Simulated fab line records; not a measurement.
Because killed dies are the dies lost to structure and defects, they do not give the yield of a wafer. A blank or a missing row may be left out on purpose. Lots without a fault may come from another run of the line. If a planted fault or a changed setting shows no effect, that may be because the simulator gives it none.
Problem report, 8D (eight disciplines) form, completed by code    flow gf180mcu    the parts of the form that need people (team, actions taken, sign-off) are left out

## 1. THE PROBLEM
Mean of cd_nm at GF_V5_CD_MEAS_14: 254.0 nm across 6 wafers in 2 lots; on wafers with no fault it is 260.0 nm (standard deviation 1.2). Relative to the usual mean, that is a shift of -5.0 standard deviations.
The step: target cd 260 nm.
The first sign was on wafer L494.3 at day 31 06:15, on cd_sem-02. At this step, 33 wafers from 11 lots have a number in the record. The rule behind "out" and "out of limits": a value lying over 4 standard deviations away from the usual mean. All remaining wafers that have a number are taken as sound.

## 2. WHAT IT IS; WHAT IT IS NOT
question                     is                      is not
which readings at this step  cd_nm                   -
which lots                   L494, L495              L481, L482, L483, L484, L489, L490, L496, L500, L504
which wafers of those lots   all that have a number  -
read on which gauges         cd_sem-01, cd_sem-02    -
when                         from day 31 06:15       up to then (18 sound wafers); but 9 sound wafers of L496, L500, L504 came after

## 3. THE SUSPECTS, EACH WITH WHAT RULES IT OUT
Counting: a tool at a process step up to the reading stays a suspect if it ran every lot that is out and no sound lot after the first of them.
- the gauge at GF_V5_CD_MEAS_14 is ruled out. Those wafers that are out were read across 2 gauges (cd_sem-01, cd_sem-02).
- pvd_sputter-03 at GF_MIM_SPUTTER_09 (material TiN, target thk 35 nm, time 29.2 s): ruled out as a lasting fault. Sound lots L496, L500 ran on it after its first lot that is out, L494 (day 28 23:01).
- litho_track-02 at GF_V5_PEB_12 (peb time 90 s): kept. It ran every lot that is out, first L494 (day 31 05:56), and no sound lot after that; its last sound lot up to then is L490 (day 30 03:16). Its own heater_power_total_W, plate_temp_C readings are out on those wafers.
After counting, what remains is litho_track-02 at GF_V5_PEB_12.

## 4. THE CAUSE (what the simulator had put in)
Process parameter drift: litho_track-02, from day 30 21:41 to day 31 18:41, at GF_V5_PEB_12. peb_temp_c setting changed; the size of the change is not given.
Counting left only this tool.

## 5. THE EFFECT CHAIN, in route order
One row per reading whose mean, taken over the struck wafers that have a number, lies over 3 standard deviations from the usual. Readings are gone through only where the record gives a usual standard deviation; hours: the median, over the lots, of the time from a lot's start at the first step in this table giving one to that lot's start at this step; sigmas: the change measured in usual standard deviations.
hours  step              reading               usual     on struck wafers  change  sigmas
0      GF_V5_PEB_12      heater_power_total_W  85.70 W   84.30             -1.40   -17
0      GF_V5_PEB_12      plate_temp_C          135.02 C  133.22            -1.81   -14
0      GF_V5_CD_MEAS_14  cd_nm                 260.0 nm  254.0             -6.0    -5.0
The process steps in it:
- GF_V5_PEB_12: peb time 90 s.

## 6. HOW IT WOULD HAVE BEEN CAUGHT EARLIER
9 hours passed between the start of the fault at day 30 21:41 and the first reading out of limits at a measuring or inspecting step in this record, taken at day 31 06:15.
At GF_V5_PEB_12, the tool's own readings (heater_power_total_W, plate_temp_C) were out on each struck wafer the step has a row for, so an alarm limit on them would have fired on the first such wafer.
Lots out: 2; of these, L495 started GF_V5_PEB_12 on litho_track-02 after day 31 06:15. Putting the tool on hold at that point would have spared it.
